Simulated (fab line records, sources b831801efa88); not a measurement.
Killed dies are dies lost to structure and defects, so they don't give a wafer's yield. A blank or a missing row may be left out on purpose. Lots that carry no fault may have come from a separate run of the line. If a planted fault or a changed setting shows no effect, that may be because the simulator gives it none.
A lot that was struck, set against a sound lot | flow gf180mcu | 19 steps out of a route of 602
Sound: the wafers L413.2, L413.5, L413.6. Struck: wafers L426.1, L426.2, L426.4. The cause is named last.
Per side, at each step with rows, come the tool, then ch with its chambers, and then its first start. Under that, the readings that differ: sound wafers | struck wafers | difference of the means | sigmas: that difference in standard deviations of wafers without a fault.
alike: same words and numbers on both sides, and readings whose means sit less than 2 such deviations apart. not compared: any withheld reading, any reading some wafer has no value for, any bound like >300 that may hide the same value, and any number with overlapping values for which the record gives no deviation.
A row with sigmas, a row that says differs or no value, or rows on one side alone: a step with any of these is where the two part. Non-overlapping numbers with no deviation appear without sigmas and do not part them. Lack of a reading on every wafer of one side parts them only where that side has two or more wafers.

GF_V3_CMP_26: polishes, stops on SiO2, t overpolish 15 s, target thk 0 nm.
  sound on cmp-02 ch 0,1,3, day 25 06:42; struck on cmp-02 ch 0,2,3, day 29 01:56
  alike: motorCurrentA, overpolishRunS, timeToEndpointS
then, 1 step without rows for these wafers: GF_M4_SPUTTER_00 (material Ti, target thk 37.5 nm, time 150 s).
GF_M4_SPUTTER_01: material TiN, target thk 30 nm, time 25 s.
  struck on pvdSputter-01, day 29 02:20; sound on pvdSputter-03, day 25 06:57
  alike: throttleValvePct
then, 1 step without rows for these wafers: GF_M4_SPUTTER_02 (material AlCu, target thk 450 nm, time 23.9 s).
GF_M4_SPUTTER_03: material Ti, target thk 10 nm, time 6.7 s.
  struck on pvdSputter-01, day 29 02:23; sound on pvdSputter-03, day 25 07:01
  alike: throttleValvePct
GF_M4_SPUTTER_04: material TiN, target thk 50 nm, time 39.7 s.
  struck on pvdSputter-01, day 29 02:25; sound on pvdSputter-03, day 25 07:02
  alike: throttleValvePct
GF_M4_RS_MEAS_05: the measuring method here is four-point-probe.
  struck on filmMetro-02, day 29 02:27; sound on filmMetro-04, day 25 07:05
  alike: M4_ALCU_RS
GF_M4_THK_MEAS_06: measures by xrf.
  struck on filmMetro-02, day 29 02:34; sound on filmMetro-04, day 25 07:12
  alike: M4_ALCU_THK
then, 4 steps without rows for these wafers: GF_M4_DEHYDRATE_07 (time 60 s); GF_M4_HMDS_08 (prime time 60 s); GF_M4_COAT_09 (resist thk 1000 nm); GF_M4_SOFTBAKE_10 (time 60 s).
GF_M4_EXPOSE_11: exposes mask Metal4, target cd 280 nm.
  sound on krfScanner-01 ch 0, day 25 17:30; struck on krfScanner-02 ch 0, day 29 12:22
  alike: mask
then, 2 steps without rows for these wafers: GF_M4_PEB_12 (peb time 90 s); GF_M4_DEVELOP_13 (develop time 60 s).
GF_M4_CD_MEAS_14: target cd 280 nm.
  struck on cdSem-02, day 29 21:43; sound on cdSem-01, day 26 03:17
reading   | sound             | struck            | difference | sigmas
cdNm (nm) | 280.5 280.8 280.0 | 171.8 142.4 205.9 | -107.1     | -82
GF_M4_OVL_MEAS_15:
  struck on overlay-01, day 29 21:50; sound on overlay-01, day 26 03:23
  alike: M4_OVL
GF_M4_METAL_ETCH_16: etches the open film in Cl2/BCl3, stops on SiO2, target depth 627.5 nm, time 104.6 s.
  sound on rieMetal-01 ch 0, day 26 03:28; struck on rieMetal-02 ch 1, day 29 21:53
reading            | sound             | struck            | difference | sigmas
mfcCl2Sccm (sccm)  | 80.37 80.41 80.18 | 79.80 79.98 79.91 | -0.42      | -2
model.M4.cdNm (nm) | 283 284.7 284.1   | 175.8 148.7 209.8 | -105.8     | 
  alike: chamberPressureMTorr, drypumpMotorCurrentA, oesProductAu, throttleValvePct
  not compared: rfHoursCounterH
GF_M4_STRIP_17: strips in O2/N2.
  sound on plasmaAsher-03 ch 0,1, day 26 03:39; struck on plasmaAsher-03 ch 0,1, day 29 22:06
  alike: chamberPressureMTorr, drypumpMotorCurrentA, heaterPowerW, oesProductAu, stripTimeToEndpointS
  not compared: rfHoursCounterH

## WHERE THEY PART
Last at GF_M4_METAL_ETCH_16 as far as this record goes, first at GF_M4_CD_MEAS_14. Later steps at which nothing parts them and some readings are alike: GF_M4_STRIP_17.

WHY: what the simulator had put in
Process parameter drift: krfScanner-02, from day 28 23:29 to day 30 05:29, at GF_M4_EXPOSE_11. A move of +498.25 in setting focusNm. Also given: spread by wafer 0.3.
